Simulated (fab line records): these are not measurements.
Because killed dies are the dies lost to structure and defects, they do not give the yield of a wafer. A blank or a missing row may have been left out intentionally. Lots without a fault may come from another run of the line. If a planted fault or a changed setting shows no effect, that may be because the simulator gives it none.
fab line records	flow sky130
record lots=11	wafers=33	last-day=50
route steps=708 shown VIA1@461 VIA2@527 METAL3@534
lots untouched by any fault: they come from a run of this same line in which no faults occurred
start-h: start of the lot's first displayed wafer, in hours after the record's first day	wait-h: hours elapsed since this lot's preceding step	" unchanged from the row above	L1.1+2: a single row standing in for several wafers	- no value, or no start given	* or withheld: withheld	< > ~ a bound
route shown NAME@n: a module of which the file shows steps, and the number in the route of the first	usual: average and standard deviation across the fault-free wafers	same: alike in all rows	chamber/n: place in a boat	sites: each site's reading	_std_site: how widely they spread, as a standard deviation	_edge_site: outer sites' mean less inner sites'	radius-mm: how far each site lies from the wafer's centre	mask NAME#n: copy n	behind: the last tool/chamber to shape the wafer	hold: why the lot was held/for how many hours/how that ended	device: names the non-switching transistor (n, p or np)	end of line: the tests these same wafers got at the end of their route	a step without rows: its recipe alone	killed: dies lost to structure and defects at the first sort, not the wafer's yield	map: dies across one wafer; x = killed, . = not, _ = none there
set.NAME: the run value of the setting; set.NAME@STEP: its run value at that earlier step	model.NAME: the simulator's own value behind a step, which no gauge read
steps of the route over a sample of lots; a table a step, a row a wafer
services: when a tool's chamber went out of use (start-h, in hours from the record's first day, below 0 if earlier), for how many hours, and the reason
## steps
# step SKY_VIA1_BOW_MEAS_03
# recipe mode=bow
# usual VIA1_BOW=79/6.9
lot.wafer	tool	chamber	start-h	wait-h	VIA1_BOW[um]
L850.1	film-metro-02	-	785.67	0.1	80
L850.3	"	-	"	"	79
L850.5	"	-	"	"	80
L852.2	film-metro-04	-	800.45	0.1	85
L852.3	"	-	"	"	77
L852.6	"	-	"	"	70
L853.1	film-metro-04	-	810.58	0.1	82
L853.4	"	-	"	"	84
L853.5	"	-	"	"	95
L856.2	film-metro-03	-	837.42	0.2	85
L856.4	"	-	"	"	80
L856.5	"	-	"	"	76
L857.3	film-metro-02	-	842.12	0.3	74
L857.4	"	-	"	"	70
L857.5	"	-	"	"	86
L858.2	film-metro-03	-	854.14	0.1	76
L858.3	"	-	"	"	82
L858.4	"	-	"	"	79
L865.1	film-metro-02	-	902.00	0.2	86
L865.3	"	-	"	"	86
L865.6	"	-	"	"	70
L867.2	film-metro-04	-	917.06	0.2	85
L867.5	"	-	"	"	80
L867.6	"	-	"	"	78
L868.3	film-metro-02	-	930.58	0.2	86
L868.4	"	-	"	"	93
L868.5	"	-	"	"	89
L869.1	film-metro-03	-	934.27	0.2	83
L869.4	"	-	"	"	83
L869.6	"	-	"	"	74
L870.2	film-metro-02	-	939.23	0.2	78
L870.5	"	-	"	"	66
L870.6	"	-	"	"	69
# step SKY_VIA1_STRIP_16
# recipe chemistry=O2/N2	power-w=1400	pressure-mtorr=1500	platen-temp-c=withheld	o2-flow-sccm=3000	n2-flow-sccm=300	overash-fraction=0.5
# usual drypump-motor-current-A=5.8/0.38	oes-product-au=0.415/0.005	strip-time-to-endpoint-s=4.447/0.022
lot.wafer	tool	chamber	start-h	wait-h	drypump-motor-current-A	oes-product-au	rf-hours-counter-h	strip-time-to-endpoint-s
L850.1	plasma-asher-01	1	812.27	0.0	5.9	0.414	38	4.463
L850.3	"	0	"	"	5.0	0.408	-	4.458
L850.5	"	0	"	"	5.1	0.414	-	4.460
L852.2	plasma-asher-04	0	826.72	0.0	6.2	0.413	97	4.406
L852.3	"	1	"	"	6.1	0.407	-	4.419
L852.6	"	1	"	"	6.1	0.409	-	4.422
L853.1	plasma-asher-03	1	837.09	0.0	5.6	0.414	73	4.428
L853.4	"	0	"	"	5.6	0.408	-	4.433
L853.5	"	1	"	"	5.6	0.416	-	4.445
L856.2	plasma-asher-04	1	862.94	0.0	6.1	0.417	101	4.442
L856.4	"	0	"	"	6.2	0.413	-	4.417
L856.5	"	1	"	"	6.1	0.422	-	4.446
L857.3	plasma-asher-03	0	868.71	0.1	5.5	0.417	-	4.468
L857.4	"	1	"	"	5.6	0.417	-	4.489
L857.5	"	0	"	"	5.6	0.417	-	4.480
L858.2	plasma-asher-01	0	880.37	0.0	5.1	0.421	44	4.435
L858.3	"	0	"	"	5.1	0.421	-	4.439
L858.4	"	1	"	"	5.9	0.415	-	4.457
L865.1	plasma-asher-03	0	927.34	0.0	5.6	0.419	81	4.463
L865.3	"	0	"	"	5.5	0.420	-	4.459
L865.6	"	0	"	"	5.6	0.421	-	4.447
L867.2	plasma-asher-04	0	941.72	0.0	6.2	0.409	109	4.465
L867.5	"	1	"	"	6.1	0.418	-	4.470
L867.6	"	0	"	"	6.2	0.423	-	4.458
L868.3	plasma-asher-04	0	954.76	0.1	6.2	0.414	-	4.434
L868.4	"	1	"	"	6.1	0.411	-	4.437
L868.5	"	0	"	"	6.2	0.419	-	4.442
L869.1	plasma-asher-01	1	958.72	0.0	5.9	0.413	52	4.433
L869.4	"	1	"	"	5.9	0.415	-	4.484
L869.6	"	0	"	"	5.0	0.416	-	4.462
L870.2	plasma-asher-01	1	964.02	0.0	5.9	0.411	53	4.439
L870.5	"	0	"	"	5.0	0.414	-	4.446
L870.6	"	1	"	"	5.9	0.408	-	4.439
# step SKY_VIA2_SPUTTER_20
# recipe material=TiN	target-thk-nm=20	chamber-pressure-pa=5	power-w=4000	time-s=80
# usual chamber-pressure-pa=5.001/0.011	throttle-valve-pct=30.3/0.66
lot.wafer	tool	chamber	start-h	wait-h	chamber-pressure-pa	throttle-valve-pct
L850.1	pvd-sputter-03	-	868.07	0.0	5.004	30.8
L850.3	"	-	"	"	5.007	30.4
L850.5	"	-	"	"	5.026	31.5
L852.2	pvd-sputter-03	-	883.10	0.0	5.007	30.6
L852.3	"	-	"	"	5.014	31.4
L852.6	"	-	"	"	5.015	31.4
L853.1	pvd-sputter-03	-	892.35	0.0	4.999	30.9
L853.4	"	-	"	"	4.994	30.6
L853.5	"	-	"	"	5.002	30.6
L856.2	pvd-sputter-03	-	917.44	0.0	4.992	30.4
L856.4	"	-	"	"	4.996	31.3
L856.5	"	-	"	"	5.015	30.5
L857.3	pvd-sputter-02	-	923.38	0.0	5.007	30.9
L857.4	"	-	"	"	4.993	29.8
L857.5	"	-	"	"	5.002	30.0
L858.2	pvd-sputter-03	-	934.58	0.0	4.995	29.2
L858.3	"	-	"	"	4.992	30.7
L858.4	"	-	"	"	4.997	31.2
L865.1	pvd-sputter-02	-	979.33	0.0	4.993	30.2
L865.3	"	-	"	"	5.000	30.7
L865.6	"	-	"	"	5.003	30.3
L867.2	pvd-sputter-03	-	993.05	0.0	5.015	29.2
L867.5	"	-	"	"	4.985	30.7
L867.6	"	-	"	"	5.008	29.2
L868.3	pvd-sputter-02	-	1005.76	0.0	5.011	30.1
L868.4	"	-	"	"	4.997	29.9
L868.5	"	-	"	"	4.989	29.6
L869.1	pvd-sputter-04	-	1009.39	0.0	5.017	30.6
L869.4	"	-	"	"	5.042	28.9
L869.6	"	-	"	"	5.004	30.0
L870.2	pvd-sputter-04	-	1015.73	0.0	4.996	30.6
L870.5	"	-	"	"	5.018	30.1
L870.6	"	-	"	"	4.985	30.3
# step SKY_METAL3_SPUTTER_02
# recipe material=AlCu	target-thk-nm=735	power-w=10600	time-s=39.1	chamber-pressure-pa=0.4
# usual chamber-pressure-pa=0.4000/0.00081	throttle-valve-pct=30.0/0.77
lot.wafer	tool	chamber	start-h	wait-h	chamber-pressure-pa	throttle-valve-pct
L850.1	pvd-sputter-02	-	868.79	0.0	0.4007	29.9
L850.3	"	-	"	"	0.3995	30.3
L850.5	"	-	"	"	0.4005	30.7
L852.2	pvd-sputter-04	-	883.82	0.0	0.3999	29.1
L852.3	"	-	"	"	0.4002	30.4
L852.6	"	-	"	"	0.4003	30.6
L853.1	pvd-sputter-04	-	893.07	0.0	0.4010	29.1
L853.4	"	-	"	"	0.4005	30.4
L853.5	"	-	"	"	0.4007	30.6
L856.2	pvd-sputter-01	-	918.16	0.0	0.3996	28.0
L856.4	"	-	"	"	0.3993	29.5
L856.5	"	-	"	"	0.4006	29.0
L857.3	pvd-sputter-01	-	924.10	0.0	0.4004	28.0
L857.4	"	-	"	"	0.4002	30.8
L857.5	"	-	"	"	0.4008	31.0
L858.2	pvd-sputter-04	-	935.30	0.0	0.4010	29.9
L858.3	"	-	"	"	0.4014	28.9
L858.4	"	-	"	"	0.3990	30.4
L865.1	pvd-sputter-01	-	980.05	0.0	0.4003	30.8
L865.3	"	-	"	"	0.4005	27.7
L865.6	"	-	"	"	0.4021	30.8
L867.2	pvd-sputter-04	-	993.77	0.0	0.4006	29.8
L867.5	"	-	"	"	0.4717	27.9
L867.6	"	-	"	"	0.4009	29.8
L868.3	pvd-sputter-04	-	1006.48	0.0	0.3998	29.1
L868.4	"	-	"	"	0.4723	27.8
L868.5	"	-	"	"	0.4722	28.2
L869.1	pvd-sputter-01	-	1010.11	0.0	0.4012	29.3
L869.4	"	-	"	"	0.3996	29.6
L869.6	"	-	"	"	0.3996	29.8
L870.2	pvd-sputter-02	-	1016.45	0.0	0.4004	30.1
L870.5	"	-	"	"	0.4017	30.1
L870.6	"	-	"	"	0.3999	29.7
# step SKY_METAL3_METAL_ETCH_18
# recipe target-depth-a=8450	stop-on=SiO2	over-etch-frac=0.3	time-s=183.1	chemistry=Cl2/BCl3	resist-sidewall-deg=88	pressure-mtorr=10	icp-w=900	bias-w=48.5	Cl2_flow_sccm=60	bcl3-flow-sccm=30
# usual drypump-motor-current-A=5.6/0.5	oes-product-au=0.865/0.0061	rf-fwd-power-W=897.4/2.5	throttle-valve-pct=22.264/0.009
lot.wafer	tool	chamber	start-h	wait-h	drypump-motor-current-A	oes-product-au	rf-fwd-power-W	rf-hours-counter-h	throttle-valve-pct
L850.1	rie-metal-03	1	920.48	0.0	5.0	0.870	894.1	8	22.271
L850.3	"	1	"	"	5.0	0.873	896.0	-	22.270
L850.5	"	0	"	"	6.1	0.870	899.8	-	22.262
L852.2	rie-metal-04	1	934.48	0.0	5.8	0.865	897.2	0	22.278
L852.3	"	1	"	"	5.8	0.872	897.8	-	22.251
L852.6	"	0	"	"	6.0	0.870	897.0	-	22.271
L853.1	rie-metal-04	1	944.25	0.0	5.8	0.863	891.1	1	22.260
L853.4	"	1	"	"	5.8	0.864	898.2	-	22.266
L853.5	"	1	"	"	5.8	0.865	897.3	-	22.270
L856.2	rie-metal-04	1	967.99	0.0	5.8	0.863	898.3	2	22.276
L856.4	"	1	"	"	5.8	0.863	897.3	-	22.251
L856.5	"	1	"	"	5.8	0.865	898.4	-	22.280
L857.3	rie-metal-03	1	973.89	0.1	5.0	0.866	895.5	-	22.279
L857.4	"	0	"	"	6.1	0.861	894.7	-	22.278
L857.5	"	1	"	"	5.0	0.868	894.5	-	22.254
L858.2	rie-metal-04	1	984.33	0.0	5.8	0.872	900.8	3	22.256
L858.3	"	0	"	"	6.0	0.881	892.0	-	22.254
L858.4	"	1	"	"	5.8	0.876	894.6	-	22.269
L865.1	rie-metal-02	0	1027.44	0.0	4.8	0.858	898.3	18	22.257
L865.3	"	0	"	"	4.7	0.857	893.9	-	22.267
L865.6	"	0	"	"	4.8	0.865	895.1	-	22.268
L867.2	rie-metal-04	0	1041.34	0.0	5.9	0.872	895.1	16	22.266
L867.5	"	0	"	"	5.9	0.851	893.4	-	22.265
L867.6	"	1	"	"	5.8	0.876	896.1	-	22.256
L868.3	rie-metal-03	1	1052.79	0.1	5.0	0.868	896.5	-	22.255
L868.4	"	0	"	"	6.1	0.843	900.4	-	22.252
L868.5	"	0	"	"	6.1	0.851	899.0	-	22.245
L869.1	rie-metal-03	1	1055.78	0.0	5.0	0.863	898.4	17	22.268
L869.4	"	1	"	"	5.0	0.868	898.9	-	22.271
L869.6	"	0	"	"	6.1	0.862	901.5	-	22.273
L870.2	rie-metal-03	1	1062.99	0.0	5.0	0.862	898.9	17	22.274
L870.5	"	0	"	"	6.1	0.855	899.6	-	22.278
L870.6	"	1	"	"	5.0	0.874	895.1	-	22.253
## services
tool	chamber	start-h	hours	kind
pvd-sputter-04	-	791.24	1.4	repair
rie-metal-04	-	803.20	0.5	repair
pvd-sputter-02	-	815.19	4.5	repair
pvd-sputter-01	-	849.35	1.8	repair
rie-metal-04	-	853.32	1.4	pm
pvd-sputter-02	-	856.05	1.2	repair
plasma-asher-01	-	858.16	7.7	repair
pvd-sputter-02	-	872.16	27.3	repair
pvd-sputter-03	-	884.25	2.4	repair
plasma-asher-03	-	919.48	2.4	repair
pvd-sputter-01	-	931.00	11.1	repair
rie-metal-03	1	934.91	2.4	repair
plasma-asher-04	-	956.48	2.5	repair
pvd-sputter-02	-	991.31	4.6	repair
rie-metal-04	-	1010.11	2.8	pm
pvd-sputter-04	-	1011.24	4.4	repair
plasma-asher-04	-	1013.99	21.8	repair
pvd-sputter-04	-	1016.66	0.5	repair
rie-metal-04	-	1020.34	15.6	pm
pvd-sputter-03	-	1032.92	2.4	repair
pvd-sputter-03	-	1033.82	6.5	repair
pvd-sputter-02	-	1044.55	0.5	repair
plasma-asher-04	-	1055.25	9.0	pm
pvd-sputter-01	-	1056.92	4.1	repair
## key
first-sign step=SKY_METAL3_SPUTTER_02	reading=chamber-pressure-pa	direction=up	sigmas=89	usual=0.4000	struck=0.4721
effect step=SKY_METAL3_SPUTTER_02	reading=throttle-valve-pct	direction=down	sigmas=2.7	usual=30.0	struck=27.9
effect step=SKY_METAL3_METAL_ETCH_18	reading=oes-product-au	direction=down	sigmas=2.8	usual=0.865	struck=0.848
met-at SKY_METAL3_SPUTTER_02
struck-lots L867,L868
struck-wafers L867.5,L868.4,L868.5
not-acting-at SKY_VIA1_BOW_MEAS_03,SKY_VIA1_STRIP_16,SKY_VIA2_SPUTTER_20
onset-between 935.30 993.77
fault kind=process-parameter-drift	tool=pvd-sputter-04	chamber=-	onset-h=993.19	steps=SKY_METAL3_SPUTTER_02	channel=chamber-pressure-pa	offset=0.072316	shape=step	end-h=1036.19	acts-in=these-recipes-only	stated=0.4	scope=struck-wafers-only
